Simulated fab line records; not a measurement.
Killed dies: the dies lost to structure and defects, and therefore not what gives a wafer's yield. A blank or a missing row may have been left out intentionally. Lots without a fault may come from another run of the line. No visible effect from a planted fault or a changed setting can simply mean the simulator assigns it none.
Comparing a struck lot with a sound one | flow sky130 | 43 steps out of a route of 708
Sound: the wafers L536.1, L536.5, L536.6. Wafers L550.4, L550.6 were the ones struck. The cause is given at the end.
Order at every step that has rows: each side's tool, ch and its chambers, its first start. Under that, the readings that differ: sound wafers | struck wafers | difference of the means | sigmas: that difference in standard deviations of wafers without a fault.
alike: same words and numbers on both sides, and readings whose means sit less than 2 such deviations apart. not compared: any withheld reading, any reading some wafer has no value for, any bound like >300 that may hide the same value, and any number with overlapping values for which the record gives no deviation.
The two part at a step that has a row with sigmas, a row that says differs or no value, or rows on one side only. Non-overlapping numbers with no deviation appear without sigmas and do not part them. A reading that every wafer of one side lacks parts them only if that side has two wafers or more.

first, 2 steps without rows for these wafers: SKY_LDD_HVN_PEB_05; SKY_LDD_HVN_DEVELOP_06 (develop time 60 s).
SKY_LDD_HVN_OVL_MEAS_07:
  sound on overlay-02 at day 21 18:43; struck on overlay-02 at day 27 11:13
  alike: LDD_HVN_OVL
next, for these wafers, 1 step has no rows: SKY_LDD_HVN_IMPLANT_08.
SKY_LDD_HVN_STRIP_09: strips in O2/N2.
  sound on plasma_asher-02 ch 0,1, day 21 18:53; struck on plasma_asher-04 ch 1, day 27 11:25
  alike: drypump_motor_current_A, n2_flow_sccm, oes_product_au, strip_time_to_endpoint_s
  not compared: rf_hours_counter_h
SKY_LDD_HVN_TW_MEAS_10:
  sound on film_metro-04 at day 21 18:59; struck on film_metro-02 at day 27 11:31
  alike: LDD_HVN_TW
then, 6 steps without rows for these wafers: SKY_LDD_HVP_DEHYDRATE_00 (time 60 s); SKY_LDD_HVP_HMDS_01 (prime time 60 s); SKY_LDD_HVP_COAT_02 (resist thk 300 nm); SKY_LDD_HVP_SOFTBAKE_03 (time 60 s); SKY_LDD_HVP_EXPOSE_04 (exposes mask HVPTM, target cd 700 nm); SKY_LDD_HVP_PEB_05.
SKY_LDD_HVP_DEVELOP_06: develop time 60 s.
  sound on litho_track-01 ch 0, day 23 01:28; struck on litho_track-03 ch 0, day 28 15:48
  alike: resist_line_temp_C
SKY_LDD_HVP_OVL_MEAS_07:
  sound on overlay-01 at day 23 01:37; struck on overlay-02 at day 28 15:53
  alike: LDD_HVP_OVL
next, for these wafers, 1 step has no rows: SKY_LDD_HVP_IMPLANT_08.
SKY_LDD_HVP_STRIP_09: strips in O2/N2.
  sound on plasma_asher-02 ch 0,1, day 23 01:47; struck on plasma_asher-02 ch 0,1, day 28 16:06
  alike: drypump_motor_current_A, n2_flow_sccm, oes_product_au, strip_time_to_endpoint_s
  not compared: rf_hours_counter_h
SKY_LDD_HVP_TW_MEAS_10:
  sound on film_metro-04 at day 23 01:53; struck on film_metro-02 at day 28 16:11
  alike: LDD_HVP_TW
then, 7 steps without rows for these wafers: SKY_LDD_LDN_DEHYDRATE_00 (time 60 s); SKY_LDD_LDN_HMDS_01 (prime time 60 s); SKY_LDD_LDN_COAT_02 (resist thk 1140 nm); SKY_LDD_LDN_SOFTBAKE_03 (time 60 s); SKY_LDD_LDN_EXPOSE_04 (exposes mask LDNTM, target cd 700 nm); SKY_LDD_LDN_PEB_05; SKY_LDD_LDN_DEVELOP_06 (develop time 60 s).
SKY_LDD_LDN_OVL_MEAS_07:
  sound on overlay-02 at day 24 07:52; struck on overlay-02 at day 29 20:02
  alike: LDD_LDN_OVL
then, 4 steps without rows for these wafers: SKY_LDD_LDN_IMPLANT_08; SKY_LDD_LDN_IMPLANT_09; SKY_LDD_LDN_IMPLANT_10; SKY_LDD_LDN_IMPLANT_11.
SKY_LDD_LDN_STRIP_12: strips in O2/N2.
  sound on plasma_asher-03 ch 0,1, day 24 08:29; struck on plasma_asher-01 ch 0,1, day 29 20:42
  reading                      | sound             | struck      | difference | sigmas
  strip_time_to_endpoint_s (s) | 14.12 14.11 14.15 | 14.25 14.25 | +0.12      | +3
  alike: drypump_motor_current_A, n2_flow_sccm, oes_product_au
  not compared: rf_hours_counter_h
SKY_LDD_LDN_TW_MEAS_13:
  sound on film_metro-03 at day 24 08:35; struck on film_metro-04 at day 29 20:47
  alike: LDD_LDN_TW
then, 2 steps without rows for these wafers: SKY_LDD_LDN_CLEAN_14 (cleans in SC1/SC2, time 150 s); SKY_SPACER_CVD_00 (deposits Si3N4 from DCS/NH3, target thk 43.1 nm, time 740 s).
SKY_SPACER_THK_MEAS_01:
  sound on film_metro-03 at day 24 23:01; struck on film_metro-03 at day 29 22:49
  alike: SPACER_CVD_00_THK
SKY_SPACER_ETCHBACK_02: etches Si3N4 in CH3F/O2, stops on SiO2, time 46.7 s, target depth 45 nm.
  sound on rie_diel-02 ch 0,1,3, day 24 23:04; struck on rie_diel-01 ch 1,3, day 29 22:50
  alike: drypump_motor_current_A, oes_product_au, throttle_valve_pct
  not compared: rf_hours_counter_h
then, 7 steps without rows for these wafers: SKY_POLY_CUT_DEHYDRATE_00 (time 60 s); SKY_POLY_CUT_HMDS_01 (prime time 60 s); SKY_POLY_CUT_COAT_02 (resist thk 60 nm); SKY_POLY_CUT_COAT_03 (resist thk 450 nm); SKY_POLY_CUT_SOFTBAKE_04 (time 90 s); SKY_POLY_CUT_EXPOSE_05 (exposes mask NPCM, target cd 270 nm); SKY_POLY_CUT_PEB_06.
-- record jumps: 20 days separate the struck wafers' starts on either side; left off in module POLY_CUT, taken up again in module PAD_OPEN, whose first shown step is the route's number 708 --
SKY_PAD_OPEN_PROBE_99:
  sound on prober-01 at day 47 05:43; struck on prober-02 at day 50 07:12
  reading             | sound    | struck | difference | sigmas
  killed_at_front_end | 23 16 17 | 45 46  | +27        | +5
  alike: killed_at_M0_to_M3, killed_at_M4_up, killed_at_contacts, killed_at_other, killed_dies, killed_open, killed_short

WHERE THEY PART
Earliest at SKY_LDD_LDN_STRIP_12; latest, in this record, at SKY_PAD_OPEN_PROBE_99.

WHY: what the simulator had put in
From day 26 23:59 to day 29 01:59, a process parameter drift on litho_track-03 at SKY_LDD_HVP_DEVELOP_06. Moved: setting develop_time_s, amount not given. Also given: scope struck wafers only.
